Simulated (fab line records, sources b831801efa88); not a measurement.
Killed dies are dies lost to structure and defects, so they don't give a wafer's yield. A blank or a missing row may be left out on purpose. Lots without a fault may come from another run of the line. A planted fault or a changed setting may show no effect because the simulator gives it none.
A struck lot beside a sound one | flow sky130 | 16 steps out of a route of 708
Sound: wafers L792.2, L792.3, L792.4. Struck: wafer L783.1. (L783.2, L783.3 of the same lot were not struck and are left out.) The cause comes at the end.
At each step with rows: each side's tool, then ch and its chambers, then its first start. Under that, the readings that differ: sound wafers | struck wafers | difference of the means | sigmas: that difference in standard deviations of wafers without a fault.
alike: readings whose means differ by less than 2 such deviations, and words and numbers that are the same on both sides. not compared: withheld readings, readings that some wafer has no value for, bounds like >300 that may hide the same value, and numbers for which the record gives no deviation and whose values overlap.
The two part at a step that has a row with sigmas, a row that says differs or no value, or rows on one side only. Numbers that don't overlap but have no deviation are shown without sigmas and don't part them. A reading that every wafer of one side lacks parts them only if that side has two wafers or more.

first, 3 steps without rows for these wafers: SKY_METAL2_EXPOSE_12 (exposes mask MM2, target cd 140 nm); SKY_METAL2_PEB_13; SKY_METAL2_DEVELOP_14 (develop time 60 s).
SKY_METAL2_CD_MEAS_15: target cd 140 nm.
  sound on cd_sem-01, day 41 15:48; struck on cd_sem-02, day 38 23:24
  alike: cd_nm
SKY_METAL2_OVL_MEAS_16:
  sound on overlay-01, day 41 15:54; struck on overlay-01, day 38 23:31
  alike: METAL2_OVL
SKY_METAL2_DESCUM_17: chemistry O2, time 8 s.
  sound on rie_metal-02 ch 0,1, day 41 15:56; struck on rie_metal-04 ch 1, day 38 23:34
  alike: drypump_motor_current_A, oes_product_au, rf_fwd_power_W
  not compared: rf_hours_counter_h
SKY_METAL2_ETCH_18: etches BARC in N2/H2, stops on SiO2, time 45.9 s, target depth 60 nm.
  sound on rie_metal-02 ch 0,1, day 41 15:58; struck on rie_metal-04 ch 1, day 38 23:35
  alike: drypump_motor_current_A, oes_product_au, rf_fwd_power_W, throttle_valve_pct
  not compared: rf_hours_counter_h
SKY_METAL2_METAL_ETCH_19: etches the open film in Cl2/BCl3, stops on SiO2, target depth 360 nm, time 78 s.
  sound on rie_metal-02 ch 0,1, day 41 16:02; struck on rie_metal-04 ch 1, day 38 23:39
  alike: drypump_motor_current_A, mfc_cl2_sccm, oes_product_au, rf_fwd_power_W, throttle_valve_pct
  not compared: rf_hours_counter_h
SKY_METAL2_STRIP_20: strips in O2/N2.
  sound on plasma_asher-02 ch 0,1, day 41 16:07; struck on plasma_asher-02 ch 1, day 38 23:44
  alike: drypump_motor_current_A, o2_flow_sccm, oes_product_au, strip_time_to_endpoint_s
  not compared: rf_hours_counter_h
then, 3 steps without rows for these wafers: SKY_METAL2_STRIP_21 (strips in post etch residue remover, time 1200 s); SKY_METAL2_CLEAN_22 (cleans in IPA, time 180 s); SKY_METAL2_CLEAN_23 (cleans in O3/DIW).
SKY_VIA2_HDPCVD_00: deposits SiO2, target thk 1180 nm, time 196.7 s.
  sound on hdpcvd-01 ch 0,2, day 41 16:46; struck on hdpcvd-01 ch 0, day 39 00:20
  reading                                  | sound             | struck | difference | sigmas
  run_length_s (s)                         | 224.6 223.5 223.6 | 209.1  | -14.8      | -24
  model.SiO2_of_VIA2_HDPCVD_00.thk_nm (nm) | 1173 1168 1180    | 1088   | -86        |
SKY_VIA2_THK_MEAS_01:
  sound on film_metro-03, day 41 16:54; struck on film_metro-03, day 39 00:28
  reading              | sound          | struck | difference | sigmas
  VIA2_HDPCVD_THK (nm) | 1173 1169 1180 | 1089   | -85        | -6
SKY_VIA2_CMP_02: polishes SiO2.
  sound on cmp-01 ch 1,2,3, day 41 16:57; struck on cmp-02 ch 2, day 39 00:47
  alike: motor_current_A, slurry_filter_dp_kPa
then, 1 step without rows for these wafers: SKY_PAD_OPEN_PROBE_99.

WHERE THEY PART
First at SKY_VIA2_HDPCVD_00; last, within this record, at SKY_VIA2_THK_MEAS_01. Later steps at which nothing parts them and some readings are alike: SKY_VIA2_CMP_02.

WHY: what the simulator had put in
Process parameter drift: hdpcvd-01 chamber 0, from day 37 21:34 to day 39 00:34, at SKY_VIA2_HDPCVD_00. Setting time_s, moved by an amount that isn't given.
